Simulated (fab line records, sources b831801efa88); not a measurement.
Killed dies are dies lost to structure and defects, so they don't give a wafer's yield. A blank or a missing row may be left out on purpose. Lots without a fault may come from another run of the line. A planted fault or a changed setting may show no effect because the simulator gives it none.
One fault seen from 2 desks | flow sfq_line | each desk has only its own numbers; what lay behind them comes last

THE METROLOGY DESK
What the gauges read, lot by lot, whatever tool the lot ran on: means of the sampled wafers that have a number. A lot is out of limits, marked OUT, if its mean lies more than 4 standard deviations from the usual mean; the brackets give that distance.
Columns: A = I5_OVL at SFQ_I5_OVL_MEAS_936, usual 1 nm; B = C5_OVL at SFQ_C5_OVL_MEAS_937, usual -3 nm
lot  | first seen here | A  | B
L361 | day 64 19:38    | 0  | -1
L364 | day 65 04:02    | -5 | -
L365 | day 65 06:26    | 5  | -
L374 | day 68 22:59    | 3  | 1
L378 | day 69 13:24    | 0  | -11
L380 | day 69 23:03    | 8  | -2
This desk's finding: nothing out of limits on any of the 6 lots.

THE TOOL OWNER'S DESK: litho_track-02
The tool's own readings at SFQ_TRILAYER_C5_LITHO_DEVELOP_153 (time 60 s): means of the sampled wafers that have a number, for each lot that ran on this tool. A lot is out of limits, marked OUT, if its mean lies more than 4 standard deviations from the usual mean; the brackets give that distance.
Columns: A = chill_plate_temp_C at SFQ_TRILAYER_C5_LITHO_DEVELOP_153, usual 22.99 C; B = exhaust_pa at SFQ_TRILAYER_C5_LITHO_DEVELOP_153, usual 45.0 Pa
lot  | first seen here | A     | B
L378 | day 73 11:37    | 22.92 | 45.5
L380 | day 73 22:31    | 23.00 | 45.8
This desk's finding: nothing out of limits on any of the 2 lots.

PUT TOGETHER
The metrology desk saw nothing out of limits.
The tool owner's desk saw nothing out of limits.

WHAT THE SIMULATOR HAD PUT IN
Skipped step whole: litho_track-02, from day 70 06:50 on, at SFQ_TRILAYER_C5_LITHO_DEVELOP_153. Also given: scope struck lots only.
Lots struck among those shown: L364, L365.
